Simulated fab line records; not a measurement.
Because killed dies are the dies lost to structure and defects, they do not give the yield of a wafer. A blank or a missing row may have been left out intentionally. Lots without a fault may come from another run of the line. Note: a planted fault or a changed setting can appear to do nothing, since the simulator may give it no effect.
The tool behind it: which one? ; flow sky130 ; 24 lots, 72 wafers sampled, at 2 steps of a route of 708

WHAT THE GAUGES READ, wafer by wafer
SKY_LOCAL_INTERCONNECT_OVL_MEAS_12. Usual: LOCAL_INTERCONNECT_OVL gives 2 nm (standard deviation 5.7).
lot;measured;on;LOCAL_INTERCONNECT_OVL (nm);flag
L074;day 30 08:56;overlay-02;0 8 3;
L077;day 30 20:52;overlay-02;11 -1 6;
L075;day 30 21:43;overlay-02;6 5 -5;
L076;day 31 01:59;overlay-02;7 9 11;
L078;day 31 06:52;overlay-02;5 9 7;
L079;day 31 09:55;overlay-02;3 5 -1;
L080;day 32 02:55;overlay-02;-2 5 6;
L081;day 32 18:32;overlay-02;4 1 -4;
L082;day 32 19:03;overlay-02;0 -2 -4;
L083;day 33 02:48;overlay-02;10 4 5;
L084;day 33 14:39;overlay-01;-2 6 10;
L085;day 34 11:40;overlay-02;-4 5 -9;
L086;day 34 14:17;overlay-01;2 9 -5;
L087;day 34 15:37;overlay-02;8 7 4;
L088;day 34 20:58;overlay-02;4 8 4;
L089;day 35 02:32;overlay-01;-3 -4 3;
L090;day 35 14:32;overlay-01;0 -2 0;
L091;day 35 17:42;overlay-01;2 -4 6;
L092;day 35 19:47;overlay-02;1 8 2;
L093;day 36 05:52;overlay-01;-11 -16 -7;
L094;day 36 22:31;overlay-01;7 5 8;
L095;day 36 23:57;overlay-02;3 6 3;
L096;day 37 08:51;overlay-01;9 -3 -1;
L097;day 37 21:41;overlay-02;-2 1 1;

SKY_METAL2_THK_MEAS_06: measures by xrf. Usual: METAL2_ALCU_THK gives 252 nm (standard deviation 3.6).
lot;measured;on;METAL2_ALCU_THK (nm);flag
L074;day 33 20:13;film_metro-01;251 256 249;
L077;day 34 09:35;film_metro-03;252 254 255;
L075;day 34 12:25;film_metro-04;256 256 256;
L076;day 34 16:10;film_metro-01;255 253 255;
L078;day 34 20:59;film_metro-03;252 254 251;
L079;day 35 00:03;film_metro-04;256 252 254;
L080;day 35 17:24;film_metro-01;249 249 249;
L081;day 36 07:58;film_metro-01;252 250 254;
L082;day 36 09:56;film_metro-01;260 256 253;
L083;day 36 17:18;film_metro-03;246 249 248;
L084;day 37 04:48;film_metro-03;254 248 250;
L085;day 38 02:12;film_metro-01;243 247 246;
L086;day 38 06:33;film_metro-03;253 246 249;
L087;day 38 07:13;film_metro-03;252 255 250;
L088;day 38 11:55;film_metro-01;253 253 258;
L089;day 38 17:17;film_metro-03;249 252 244;
L090;day 39 05:02;film_metro-03;250 253 257;
L091;day 39 07:53;film_metro-01;253 247 246;
L092;day 39 11:28;film_metro-03;248 247 246;
L093;day 39 19:36;film_metro-01;246 258 251;
L094;day 40 12:35;film_metro-01;257 258 261;
L095;day 40 13:23;film_metro-04;252 252 254;
L096;day 40 19:55;film_metro-03;250 246 249;
L097;day 41 07:45;film_metro-04;254 253 249;

WHICH TOOL RAN EACH LOT (tool, then ch and the chambers of the sampled wafers, then the start)
Before these readings, the record contains no process step.

AS READ BY THE TOOLS THEMSELVES (means over the sampled wafers that have a number; for cases with no such wafer, the mark the record gives instead)
The record holds no such reading with a usual standard deviation.

THE ANSWER, worked out from the rows above alone
Rule: a lot counts as off when the mean over its wafers that have a number is more than 3 standard deviations away from the usual mean. A lot without any number at a reading at which 4 lots or more have one is off too. Any other lot the step has rows for is counted as sound. First the gauges in route order, then the tools' own readings, where a lot's mean is used as printed above. At the first step where some lot is off, the reading lying furthest off is the one used; lots without a number count as furthest.
Nothing can be told from this: no lot is off at any reading shown.

WHAT THE SIMULATOR HAD PUT IN
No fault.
